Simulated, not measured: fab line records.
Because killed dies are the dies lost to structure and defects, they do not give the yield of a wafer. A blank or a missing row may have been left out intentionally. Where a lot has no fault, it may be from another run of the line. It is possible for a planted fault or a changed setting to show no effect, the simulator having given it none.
fab line records ; flow sky130
record lots=13; wafers=37; last_day=50
route steps=708 shown NWELL@67 VT_ADJUST_HVTP@93 SONOS_TUNNEL@160
lots with no fault: from the same line, run without faults
start_h: the number of hours between the record's first day and the start of the first shown wafer of the lot ; wait_h: hours from the lot's prior step to this one ; " the same as in the row above ; L1.1+2: a row that stands for several wafers ; - no value, or no start given ; * or withheld: withheld ; < > ~ a bound
route shown NAME@n: names a module that has steps shown in the file, with the first one's number in the route ; usual: mean/standard deviation of fault-free wafers ; same: alike in all rows ; chamber/n: place in a boat ; sites: per-site readings ; _std_site: how widely they spread, as a standard deviation ; _edge_site: outer sites' mean less inner sites' ; radius_mm: for every site, how far away it sits from the centre of the wafer ; mask NAME#n: copy n ; behind: the tool/chamber that last shaped the wafer ; hold: the reason the lot was held/the length of the hold in hours/how it ended ; device: the transistor (n, p or np) that didn't switch ; end of line: the tests these same wafers got at the end of their route ; where a step has no rows: the recipe by itself ; killed: dies that structure and defects cost at the first sort, which is not the same as the wafer's yield ; map: per-die view of a wafer (x killed, . not killed, _ where there is no die)
set.NAME: the setting the step ran with; set.NAME@STEP: the setting that earlier step ran with ; model.NAME: the simulator's own value behind a step, which no gauge read
the route's steps for a sample of lots (tables are steps, rows are wafers)
services: the hour from which a tool's chamber was out of use, counted from the record's first day as start_h (under 0 if before that day), plus the number of hours and why
## steps
# step SKY_NWELL_STRIP_14
# recipe chemistry=O2/N2; power_w=1400; pressure_mtorr=1500; platen_temp_c=withheld; o2_flow_sccm=3000; n2_flow_sccm=300; overash_fraction=0.5
# usual drypump_motor_current_A=5.6/0.51; oes_product_au=0.722/0.0048; strip_time_to_endpoint_s=36.89/0.11
lot.wafer;tool;chamber;start_h;wait_h;drypump_motor_current_A;oes_product_au;rf_hours_counter_h;strip_time_to_endpoint_s
L633.2;plasma_asher-03;1;82.55;0.1;5.8;0.725;41;37.14
L633.3;plasma_asher-03;0;82.55;0.1;4.8;0.719;-;36.85
L633.5;plasma_asher-03;1;82.55;0.1;5.8;0.719;-;36.88
L636.3;plasma_asher-02;1;106.26;0.1;5.8;0.719;-;36.90
L636.5;plasma_asher-02;0;106.26;0.1;6.0;0.716;-;36.83
L636.6;plasma_asher-02;1;106.26;0.1;5.8;0.724;-;36.98
L637.2;plasma_asher-03;1;110.87;0.1;5.8;0.720;45;36.78
L637.3;plasma_asher-03;0;110.87;0.1;4.8;0.726;-;36.76
L637.5;plasma_asher-03;0;110.87;0.1;4.8;0.725;-;36.70
L640.3;plasma_asher-02;0;127.50;0.1;6.0;0.725;-;36.82
L640.4;plasma_asher-02;1;127.50;0.1;5.8;0.726;-;36.81
L640.5;plasma_asher-02;1;127.50;0.1;5.8;0.726;-;36.86
L643.2;plasma_asher-03;0;151.72;0.1;4.8;0.720;49;36.86
L643.3;plasma_asher-03;0;151.72;0.1;4.8;0.723;-;36.78
L646.4;plasma_asher-04;0;160.90;0.1;4.9;0.721;-;36.93
L646.6;plasma_asher-04;1;160.90;0.1;6.2;0.724;-;37.02
L650.1;plasma_asher-04;0;186.95;0.1;4.8;0.715;7;37.01
L650.4;plasma_asher-04;0;186.95;0.1;4.8;0.718;-;37.04
L650.6;plasma_asher-04;1;186.95;0.1;6.2;0.731;-;36.94
L651.1;plasma_asher-03;1;188.92;0.1;5.8;0.726;53;36.88
L651.2;plasma_asher-03;0;188.92;0.1;4.8;0.718;53;36.86
L651.3;plasma_asher-03;1;188.92;0.1;5.8;0.731;-;36.86
L652.2;plasma_asher-03;1;202.26;0.1;5.8;0.729;54;36.86
L652.4;plasma_asher-03;1;202.26;0.1;5.9;0.724;-;37.01
L652.5;plasma_asher-03;1;202.26;0.1;5.8;0.725;-;36.95
L653.3;plasma_asher-04;0;205.75;0.1;4.9;0.715;-;37.06
L653.4;plasma_asher-04;1;205.75;0.1;6.2;0.729;-;37.06
L653.5;plasma_asher-04;0;205.75;0.1;4.9;0.727;-;36.94
L654.1;plasma_asher-03;1;211.47;0.1;5.9;0.718;55;37.00
L654.3;plasma_asher-03;0;211.47;0.1;4.8;0.725;-;37.00
L654.4;plasma_asher-03;1;211.47;0.1;5.9;0.718;-;36.93
L655.2;plasma_asher-04;1;216.80;0.1;6.2;0.719;10;36.88
L655.3;plasma_asher-04;0;216.80;0.1;4.8;0.722;-;37.00
L655.4;plasma_asher-04;1;216.80;0.1;6.2;0.728;-;37.04
L656.2;plasma_asher-02;0;220.67;0.1;6.0;0.728;53;36.78
L656.5;plasma_asher-02;1;220.67;0.1;5.8;0.712;-;36.71
L656.6;plasma_asher-02;0;220.67;0.1;6.0;0.728;-;36.65
# step SKY_NWELL_TW_MEAS_15
# usual NWELL_TW=1831/9.9
lot.wafer;tool;chamber;start_h;wait_h;NWELL_TW
L633.2;film_metro-04;-;82.66;0.1;1839
L633.3;film_metro-04;-;82.66;0.1;1845
L633.5;film_metro-04;-;82.66;0.1;1830
L636.3;film_metro-02;-;106.34;0.1;1838
L636.5;film_metro-02;-;106.34;0.1;1836
L636.6;film_metro-02;-;106.34;0.1;1837
L637.2;film_metro-04;-;110.98;0.1;1824
L637.3;film_metro-04;-;110.98;0.1;1835
L637.5;film_metro-04;-;110.98;0.1;1829
L640.3;film_metro-02;-;127.58;0.1;1827
L640.4;film_metro-02;-;127.58;0.1;1821
L640.5;film_metro-02;-;127.58;0.1;1823
L643.2;film_metro-02;-;151.83;0.1;1836
L643.3;film_metro-02;-;151.83;0.1;1827
L646.4;film_metro-04;-;161.00;0.1;1840
L646.6;film_metro-04;-;161.00;0.1;1837
L650.1;film_metro-04;-;187.05;0.1;1835
L650.4;film_metro-04;-;187.05;0.1;1840
L650.6;film_metro-04;-;187.05;0.1;1836
L651.1;film_metro-04;-;189.02;0.1;1845
L651.2;film_metro-04;-;189.02;0.1;1838
L651.3;film_metro-04;-;189.02;0.1;1831
L652.2;film_metro-02;-;202.37;0.1;1857
L652.4;film_metro-02;-;202.37;0.1;1833
L652.5;film_metro-02;-;202.37;0.1;1851
L653.3;film_metro-03;-;205.84;0.1;1822
L653.4;film_metro-03;-;205.84;0.1;1815
L653.5;film_metro-03;-;205.84;0.1;1809
L654.1;film_metro-04;-;211.57;0.1;1822
L654.3;film_metro-04;-;211.57;0.1;1817
L654.4;film_metro-04;-;211.57;0.1;1832
L655.2;film_metro-03;-;216.91;0.1;1816
L655.3;film_metro-03;-;216.91;0.1;1815
L655.4;film_metro-03;-;216.91;0.1;1822
L656.2;film_metro-04;-;220.78;0.1;1833
L656.5;film_metro-04;-;220.78;0.1;1831
L656.6;film_metro-04;-;220.78;0.1;1833
# step SKY_VT_ADJUST_HVTP_OVL_MEAS_08
# usual VT_ADJUST_HVTP_OVL=-1.1/1.3
lot.wafer;tool;chamber;start_h;wait_h;VT_ADJUST_HVTP_OVL[nm]
L633.2;overlay-02;-;118.10;0.1;-0.5
L633.3;overlay-02;-;118.10;0.1;-1.8
L633.5;overlay-02;-;118.10;0.1;-2.5
L636.3;overlay-01;-;144.74;0.1;-2.0
L636.5;overlay-01;-;144.74;0.1;-0.7
L636.6;overlay-01;-;144.74;0.1;-1.8
L637.2;overlay-01;-;148.54;0.1;-2.1
L637.3;overlay-01;-;148.54;0.1;-1.0
L637.5;overlay-01;-;148.54;0.1;-2.1
L640.3;overlay-02;-;166.78;0.1;-1.0
L640.4;overlay-02;-;166.78;0.1;-1.2
L640.5;overlay-02;-;166.78;0.1;-2.1
L643.2;overlay-02;-;193.59;0.1;-1.8
L643.3;overlay-02;-;193.59;0.1;-3.7
L646.4;overlay-02;-;203.49;0.1;-0.5
L646.6;overlay-02;-;203.49;0.1;1.5
L650.1;overlay-01;-;230.70;0.1;1.5
L650.4;overlay-01;-;230.70;0.1;-0.4
L650.6;overlay-01;-;230.70;0.1;0.0
L651.1;overlay-01;-;234.02;0.1;-0.7
L651.2;overlay-01;-;234.02;0.1;-1.2
L651.3;overlay-01;-;234.02;0.1;-0.3
L652.2;overlay-01;-;247.45;0.1;0.1
L652.4;overlay-01;-;247.45;0.1;0.0
L652.5;overlay-01;-;247.45;0.1;-1.7
L653.3;overlay-02;-;252.14;0.1;-0.5
L653.4;overlay-02;-;252.14;0.1;-0.9
L653.5;overlay-02;-;252.14;0.1;0.4
L654.1;overlay-01;-;258.80;0.1;-1.4
L654.3;overlay-01;-;258.80;0.1;-2.1
L654.4;overlay-01;-;258.80;0.1;-1.8
L655.2;overlay-01;-;264.07;0.1;-0.5
L655.3;overlay-01;-;264.07;0.1;0.4
L655.4;overlay-01;-;264.07;0.1;-0.2
L656.2;overlay-01;-;268.62;0.1;-0.3
L656.5;overlay-01;-;268.62;0.1;-0.3
L656.6;overlay-01;-;268.62;0.1;-1.2
# step SKY_SONOS_TUNNEL_DEVELOP_06
# recipe resist=NOVOLAK; developer=TMAH; develop_time_s=60; dev_temp_c=23
lot.wafer;tool;chamber;start_h;wait_h
L633.2+3+5;litho_track-01;0;241.02;0.1
L636.3+5+6;litho_track-01;0;276.50;0.1
L637.2+3+5;litho_track-03;0;281.71;0.1
L640.3+4+5;litho_track-02;0;303.96;0.1
L643.2+3;litho_track-01;0;337.37;0.1
L646.4+6;litho_track-01;0;351.47;0.1
L650.1+4+6;litho_track-02;0;383.41;0.1
L651.1+2+3;litho_track-03;0;387.73;0.1
L652.2+4+5;litho_track-03;0;404.91;0.1
L653.3+4+5;litho_track-03;0;410.88;0.1
L654.1+3+4;litho_track-01;0;418.20;0.1
L655.2+3+4;litho_track-01;0;424.62;0.1
L656.2+5+6;litho_track-03;0;431.26;0.1
# step SKY_SONOS_TUNNEL_CD_MEAS_07
# recipe target_cd_nm=410
# usual cd_nm=410.7/2.3
lot.wafer;tool;chamber;start_h;wait_h;cd_nm
L633.2;cd_sem-01;-;241.17;0.1;411.1
L633.3;cd_sem-01;-;241.17;0.1;410.1
L633.5;cd_sem-01;-;241.17;0.1;408.7
L636.3;cd_sem-02;-;276.64;0.1;411.2
L636.5;cd_sem-02;-;276.64;0.1;411.0
L636.6;cd_sem-02;-;276.64;0.1;410.8
L637.2;cd_sem-02;-;281.85;0.1;408.0
L637.3;cd_sem-02;-;281.85;0.1;409.4
L637.5;cd_sem-02;-;281.85;0.1;411.7
L640.3;cd_sem-02;-;304.10;0.1;411.8
L640.4;cd_sem-02;-;304.10;0.1;411.4
L640.5;cd_sem-02;-;304.10;0.1;413.2
L643.2;cd_sem-02;-;337.52;0.1;411.4
L643.3;cd_sem-02;-;337.52;0.1;418.9
L646.4;cd_sem-02;-;351.64;0.1;411.9
L646.6;cd_sem-02;-;351.64;0.1;422.1
L650.1;cd_sem-01;-;383.56;0.1;410.6
L650.4;cd_sem-01;-;383.56;0.1;412.9
L650.6;cd_sem-01;-;383.56;0.1;413.0
L651.1;cd_sem-02;-;388.00;0.2;413.8
L651.2;cd_sem-02;-;388.00;0.2;412.4
L651.3;cd_sem-02;-;388.00;0.2;410.5
L652.2;cd_sem-01;-;405.05;0.1;413.2
L652.4;cd_sem-01;-;405.05;0.1;411.6
L652.5;cd_sem-01;-;405.05;0.1;413.9
L653.3;cd_sem-02;-;411.02;0.1;408.0
L653.4;cd_sem-02;-;411.02;0.1;410.0
L653.5;cd_sem-02;-;411.02;0.1;407.8
L654.1;cd_sem-02;-;418.35;0.1;411.6
L654.3;cd_sem-02;-;418.35;0.1;412.3
L654.4;cd_sem-02;-;418.35;0.1;411.6
L655.2;cd_sem-01;-;424.77;0.1;412.6
L655.3;cd_sem-01;-;424.77;0.1;411.0
L655.4;cd_sem-01;-;424.77;0.1;408.9
L656.2;cd_sem-01;-;431.40;0.1;405.9
L656.5;cd_sem-01;-;431.40;0.1;407.8
L656.6;cd_sem-01;-;431.40;0.1;411.6
## services
tool;chamber;start_h;hours;kind
plasma_asher-04;-;85.45;5.4;repair
plasma_asher-04;-;108.75;9.0;pm
plasma_asher-04;0;108.75;9.0;vent_cycle
plasma_asher-04;1;108.75;9.0;vent_cycle
plasma_asher-04;0;117.75;-;clean
plasma_asher-04;1;117.75;-;clean
plasma_asher-02;-;142.00;11.0;repair
plasma_asher-04;-;147.76;0.4;repair
plasma_asher-02;-;207.31;0.4;repair
plasma_asher-04;-;233.67;2.2;repair
litho_track-02;-;235.11;-;consumable_replace:filter
plasma_asher-02;-;235.32;1.4;repair
plasma_asher-02;-;245.57;2.8;pm
plasma_asher-03;-;402.37;28.1;pm
plasma_asher-02;-;416.96;1.8;repair
plasma_asher-03;-;430.47;9.0;pm
plasma_asher-03;0;430.47;9.0;vent_cycle
plasma_asher-03;1;430.47;9.0;vent_cycle
## key
first_sign step=SKY_SONOS_TUNNEL_CD_MEAS_07; reading=cd_nm; direction=up; sigmas=4.3; usual=410.7; struck=420.5
effect none on later readings
met_at SKY_SONOS_TUNNEL_DEVELOP_06
struck_lots L643,L646
struck_wafers L643.3,L646.6
tester_left_out L643,L646
not_acting_at SKY_NWELL_STRIP_14,SKY_NWELL_TW_MEAS_15,SKY_VT_ADJUST_HVTP_OVL_MEAS_08
onset_between 276.50 337.37
fault kind=process_parameter_drift; tool=litho_track-01; chamber=-; onset_h=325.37; steps=SKY_SONOS_TUNNEL_DEVELOP_06; channel=develop_time_s; offset=*; shape=step; end_h=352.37; scope=struck_wafers_only; acts_in=*; stated=*
# tester_left_out: of these lots the tester's yield and bins aren't shown, on N5 and GAA mostly nor the transistor test; their killed dies are dies lost to structure and defects alone, not to doping, threshold or leakage, so they don't give the yield
